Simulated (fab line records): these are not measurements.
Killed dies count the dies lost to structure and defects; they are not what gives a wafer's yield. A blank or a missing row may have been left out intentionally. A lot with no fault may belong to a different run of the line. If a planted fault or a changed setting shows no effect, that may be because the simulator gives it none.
A lot that was struck, set against a sound lot ; flow gf180mcu ; 19 out of 602 route steps
Sound: the wafers L508.1, L508.3, L508.5. Wafers struck: L502.3, L502.4, L502.5. The cause is named last.
Order at every step that has rows: each side's tool, ch and its chambers, its first start. Under that, the readings that differ: sound wafers ; struck wafers ; difference of the means ; sigmas: that difference in standard deviations of wafers without a fault.
alike: words and numbers the same on both sides, and readings whose means are apart by under 2 such deviations; not compared: readings that were withheld, readings missing a value for some wafer, numbers with overlapping values and no deviation given by the record, and bounds like >300 which may hide the same value.
A row with sigmas, a row that says differs or no value, or rows on one side alone: a step with any of these is where the two part. Numbers that don't overlap but have no deviation are shown without sigmas and don't part them. A reading missing from all wafers of one side parts the sides only when that side holds two or more wafers.

GF_V5_ETCH_17: etches SiO2 in C4F8/O2/Ar, stops on TiN, target depth 855 nm.
  sound on rie diel-02 ch 0,3; struck on rie diel-01 ch 1,3
  alike: chamber pressure mTorr, oes product au
GF_V5_STRIP_18: strips in O2/N2.
  sound on plasma asher-04 ch 0,1, day 32 05:31; struck on plasma asher-04 ch 0,1, day 30 20:19
  alike: chamber pressure mTorr, drypump motor current A, heater power w, oes product au
  not compared: rf hours counter h
then, 4 steps without rows for these wafers: GF_V5_STRIP_19 (strips in post etch residue remover, time 1200 s); GF_V5_CLEAN_20 (cleans in DIW); GF_V5_SPUTTER_21 (material Ti, target thk 15 nm, time 80.02 s); GF_V5_SPUTTER_22 (material TiN, target thk 10 nm, time 40 s).
GF_V5_CVD_23: deposits W, target thk 350 nm, time 104.9 s.
  sound on cvd w-02 ch 0,1, day 32 06:08; struck on cvd w-02 ch 0,1, day 30 20:58
  alike: heater power w
GF_V5_RS_MEAS_24: measures by four-point-probe.
  sound: film metro-04 at day 32 06:15; struck: film metro-04 at day 30 21:05
  alike: V5_W_RS
GF_V5_THK_MEAS_25: measures by xrf.
  sound: film metro-04 at day 32 06:22; struck: film metro-04 at day 30 21:11
  alike: V5_W_THK
GF_V5_CMP_26: polishes, stops on SiO2, t overpolish 15 s, target thk 0 nm.
  sound on cmp-01 ch 0,1,3, day 32 06:32; struck on cmp-01 ch 0,1,3, day 30 21:13
  alike: motor current A, overpolish run s, slurry filter dp kPa, time to endpoint s
then, 1 step without rows for these wafers: GF_TOP_METAL_SPUTTER_00 (material Ti, target thk 37.5 nm, time 150 s).
GF_TOP_METAL_SPUTTER_01: material TiN, target thk 30 nm, time 25 s.
  sound: pvd sputter-03 at day 32 06:50; struck: pvd sputter-01 at day 30 21:37
  alike: cathode dc power W, chamber pressure pa, throttle valve pct
GF_TOP_METAL_SPUTTER_02: material AlCu, target thk 900 nm, time 47.82 s.
  sound: pvd sputter-03 at day 32 06:52; struck: pvd sputter-01 at day 30 21:39
  no value came back on the struck wafers for cathode dc power W (W), chamber pressure pa (Pa), throttle valve pct (%); on the sound wafers cathode dc power W (W) reads 10603 10603 10599
then, 2 steps without rows for these wafers: GF_TOP_METAL_SPUTTER_03 (material Ti, target thk 5 nm, time 3.3 s); GF_TOP_METAL_SPUTTER_04 (material TiN, target thk 25 nm, time 20.8 s).
GF_TOP_METAL_RS_MEAS_05: measures by four-point-probe.
  sound: film metro-01 at day 32 06:57; struck: film metro-03 at day 30 21:47
reading;sound;struck;difference;sigmas
TOP_METAL_ALCU_RS (ohm/sq);0.03285 0.03238 0.03294;9.8114 9.792 9.7924;+9.7659;+99 or more
GF_TOP_METAL_THK_MEAS_06: measures by xrf.
  sound: film metro-01 at day 32 07:04; struck: film metro-03 at day 30 21:53
reading;sound;struck;difference;sigmas
TOP_METAL_ALCU_THK (nm);899 915 895;<0 <0 <0;differs;
then, 1 step without rows for these wafers: GF_TOP_METAL_DEHYDRATE_07 (time 60 s).
GF_PASSIVATION_PROBE_99:
  rows exist in the record for the struck wafers here (prober-01, day 32 11:47), but not for the sound ones

WHERE THEY PART
Earliest at GF_TOP_METAL_SPUTTER_02; latest, in this record, at GF_PASSIVATION_PROBE_99.

WHY: whatever the simulator had introduced
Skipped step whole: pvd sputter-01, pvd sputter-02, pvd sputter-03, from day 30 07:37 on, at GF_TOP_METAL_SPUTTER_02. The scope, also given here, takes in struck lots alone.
